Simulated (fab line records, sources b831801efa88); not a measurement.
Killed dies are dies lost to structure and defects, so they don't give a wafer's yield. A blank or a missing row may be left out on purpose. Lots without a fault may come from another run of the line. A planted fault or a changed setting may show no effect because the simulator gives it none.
One fault seen from 2 desks | flow sky130 | each desk has only its own numbers; what lay behind them comes last

THE TOOL OWNER'S DESK: krf_scanner-02
The tool's own readings at SKY_METAL3_EXPOSE_10 (exposes mask MM3, target cd 300 nm): means of the sampled wafers that have a number, for each lot that ran on this tool. A lot is out of limits, marked OUT, if its mean lies more than 4 standard deviations from the usual mean; the brackets give that distance.
Columns: A = exposure_dose_mJ_cm2 at SKY_METAL3_EXPOSE_10, usual 27.93
lot  | first seen here | A
L864 | day 38 07:32    | 27.96
L870 | day 40 18:08    | 27.99
L879 | day 42 19:19    | 19.72 (-99 or more) OUT
L882 | day 43 22:34    | 21.41 (-99 or more) OUT
This desk's finding: out of limits on L879, L882; first on L879, day 42 19:19 (exposure_dose_mJ_cm2 at SKY_METAL3_EXPOSE_10). In limits: L864, L870.

THE METROLOGY DESK
What the gauges read, lot by lot, whatever tool the lot ran on: means of the sampled wafers that have a number. A lot is out of limits, marked OUT, if its mean lies more than 4 standard deviations from the usual mean; the brackets give that distance.
Columns: A = cd_nm at SKY_METAL3_CD_MEAS_13, usual 299.7 nm
lot  | first seen here | A
L864 | day 38 20:01    | 298.2
L865 | day 39 03:59    | 299.3
L866 | day 39 13:49    | 302.8
L867 | day 40 04:41    | 303.4
L869 | day 40 16:17    | 298.4
L870 | day 41 06:28    | 300.9
L871 | day 41 13:40    | 301.9
L874 | day 42 00:50    | 299.1
L879 | day 43 07:24    | 359.9 (+40) OUT
L878 | day 43 08:20    | 299.2
L881 | day 44 04:49    | 298.8
L882 | day 44 09:37    | 347.2 (+32) OUT
L886 | day 45 07:24    | 300.4
L887 | day 45 11:43    | 297.9
This desk's finding: out of limits on L879, L882; first on L879, day 43 07:24 (cd_nm at SKY_METAL3_CD_MEAS_13). In limits: L864, L865, L866, L867, L869, L870, L871, L874, L878, L881, L886, L887.

PUT TOGETHER
The tool owner's desk could have raised an alarm at day 42 19:19, on L879, L882.
The metrology desk could have raised an alarm at day 43 07:24, on L879, L882.
Of the lots named, all ran SKY_METAL3_EXPOSE_10 on krf_scanner-02.

WHAT THE SIMULATOR HAD PUT IN
Process parameter drift: krf_scanner-02, from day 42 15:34 on, at SKY_METAL3_EXPOSE_10. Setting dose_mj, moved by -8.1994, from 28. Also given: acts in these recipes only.
Lots struck among those shown: L879, L882.
Hours from the fault's start to each desk's first reading out of limits: the tool owner's desk, 4; the metrology desk, 16.
